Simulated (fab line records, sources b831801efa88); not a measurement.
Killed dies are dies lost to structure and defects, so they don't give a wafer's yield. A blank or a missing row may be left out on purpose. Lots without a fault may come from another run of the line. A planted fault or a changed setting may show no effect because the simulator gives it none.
A struck lot beside a sound one | flow sky130 | 35 steps out of a route of 708
Sound: wafers L759.2, L759.3, L759.5. Struck: wafers L769.2, L769.6. (L769.1 of the same lot was not struck and is left out.) The cause comes at the end.
At each step with rows: each side's tool, then ch and its chambers, then its first start. Under that, the readings that differ: sound wafers | struck wafers | difference of the means | sigmas: that difference in standard deviations of wafers without a fault.
alike: readings whose means differ by less than 2 such deviations, and words and numbers that are the same on both sides. not compared: withheld readings, readings that some wafer has no value for, bounds like >300 that may hide the same value, and numbers for which the record gives no deviation and whose values overlap.
The two part at a step that has a row with sigmas, a row that says differs or no value, or rows on one side only. Numbers that don't overlap but have no deviation are shown without sigmas and don't part them. A reading that every wafer of one side lacks parts them only if that side has two wafers or more.

first, 6 steps without rows for these wafers: SKY_METAL5_HMDS_08 (prime time 60 s); SKY_METAL5_COAT_09 (resist thk 1800 nm); SKY_METAL5_SOFTBAKE_10 (time 60 s); SKY_METAL5_EXPOSE_11 (exposes mask MM5, target cd 1600 nm); SKY_METAL5_PEB_12; SKY_METAL5_DEVELOP_13 (develop time 60 s).
SKY_METAL5_DESCUM_14: chemistry O2, time 11 s.
  sound on rie_metal-04 ch 1, day 45 14:14; struck on rie_metal-04 ch 1, day 47 11:25
  alike: drypump_motor_current_A, oes_product_au, temp_c
  not compared: rf_hours_counter_h
SKY_METAL5_METAL_ETCH_15: etches the open film in Cl2/BCl3, stops on SiO2, target depth 1260 nm, time 252 s.
  sound on rie_metal-04 ch 1, day 45 14:16; struck on rie_metal-04 ch 1, day 47 11:27
  alike: bcl3_flow_sccm, drypump_motor_current_A, oes_product_au, throttle_valve_pct
  not compared: rf_hours_counter_h
then, 4 steps without rows for these wafers: SKY_METAL5_STRIP_16 (strips in O2/N2); SKY_METAL5_STRIP_17 (strips in post etch residue remover, time 1200 s); SKY_METAL5_CLEAN_18 (cleans in IPA, time 180 s); SKY_METAL5_CLEAN_19 (cleans in O3/DIW).
SKY_PASSIVATION_CVD_00: deposits SiO2, target thk 90 nm.
  sound on pecvd-02 ch 0,2, day 45 15:06; struck on pecvd-03 ch 0,1, day 47 12:17
  reading                                      | sound            | struck      | difference | sigmas
  model.SiO2_of_PASSIVATION_CVD_00.thk_nm (nm) | 90.73 89.4 90.25 | 137.5 138.7 | +48.0      |
  alike: heater_power_w
SKY_PASSIVATION_THK_MEAS_01:
  sound on film_metro-02, day 45 15:08; struck on film_metro-04, day 47 12:18
  reading                     | sound          | struck      | difference | sigmas
  PASSIVATION_CVD_00_THK (nm) | 90.8 89.3 90.3 | 137.6 138.7 | +48.0      | +37
SKY_PASSIVATION_CVD_02: deposits Si3N4, target thk 540 nm.
  sound on pecvd-03 ch 0,2, day 45 15:11; struck on pecvd-02 ch 1,2, day 47 12:22
  alike: heater_power_w
SKY_PASSIVATION_THK_MEAS_03:
  sound on film_metro-04, day 45 15:25; struck on film_metro-03, day 47 12:35
  alike: PASSIVATION_CVD_02_THK
then, 7 steps without rows for these wafers: SKY_PASSIVATION_DEHYDRATE_04 (time 60 s); SKY_PASSIVATION_HMDS_05 (prime time 60 s); SKY_PASSIVATION_COAT_06 (resist thk 3000 nm); SKY_PASSIVATION_SOFTBAKE_07; SKY_PASSIVATION_EXPOSE_08 (exposes mask NSM, target cd 3000 nm); SKY_PASSIVATION_PEB_09; SKY_PASSIVATION_DEVELOP_10 (develop time 60 s).
SKY_PASSIVATION_ETCH_11: etches the open film in CF4/O2, stops on AlCu, target depth 725 nm, time 161.1 s.
  sound on rie_diel-02 ch 2,3, day 46 12:31; struck on rie_diel-04 ch 1,3, day 48 08:13
  alike: O2_flow_sccm, drypump_motor_current_A, oes_product_au, throttle_valve_pct
  not compared: rf_hours_counter_h, model.PASSIVATION.feature_depth_nm, model.etch.depth_nm
SKY_PASSIVATION_STRIP_12: strips in O2/N2.
  sound on plasma_asher-04 ch 0,1, day 46 12:37; struck on plasma_asher-04 ch 0,1, day 48 08:20
  alike: drypump_motor_current_A, oes_product_au, strip_time_to_endpoint_s
  not compared: rf_hours_counter_h
then, 7 steps without rows for these wafers: SKY_PAD_OPEN_DEHYDRATE_00 (time 60 s); SKY_PAD_OPEN_HMDS_01 (prime time 60 s); SKY_PAD_OPEN_COAT_02 (resist thk 3000 nm); SKY_PAD_OPEN_SOFTBAKE_03; SKY_PAD_OPEN_EXPOSE_04 (exposes mask PDM, target cd 60000 nm); SKY_PAD_OPEN_PEB_05; SKY_PAD_OPEN_DEVELOP_06 (develop time 60 s).
SKY_PAD_OPEN_ETCH_07: etches the open film in CF4/O2, stops on AlCu, target depth 725 nm, time 161.1 s.
  sound on rie_diel-01 ch 0,1,2, day 47 09:01; struck on rie_diel-01 ch 1,3, day 49 02:38
  alike: O2_flow_sccm, drypump_motor_current_A, oes_product_au, throttle_valve_pct
  not compared: rf_hours_counter_h, model.PAD_OPEN.feature_depth_nm, model.etch.depth_nm
SKY_PAD_OPEN_STRIP_08: strips in O2/N2.
  sound on plasma_asher-04 ch 1, day 47 09:07; struck on plasma_asher-02 ch 1, day 49 02:44
  alike: drypump_motor_current_A, oes_product_au, strip_time_to_endpoint_s
  not compared: rf_hours_counter_h
then, 1 step without rows for these wafers: SKY_PAD_OPEN_PROBE_99.

WHERE THEY PART
Only at SKY_PASSIVATION_THK_MEAS_01, within this record. Later steps at which nothing parts them and some readings are alike: SKY_PASSIVATION_CVD_02, SKY_PASSIVATION_THK_MEAS_03, SKY_PASSIVATION_ETCH_11, SKY_PASSIVATION_STRIP_12, SKY_PAD_OPEN_ETCH_07, SKY_PAD_OPEN_STRIP_08.

WHY: what the simulator had put in
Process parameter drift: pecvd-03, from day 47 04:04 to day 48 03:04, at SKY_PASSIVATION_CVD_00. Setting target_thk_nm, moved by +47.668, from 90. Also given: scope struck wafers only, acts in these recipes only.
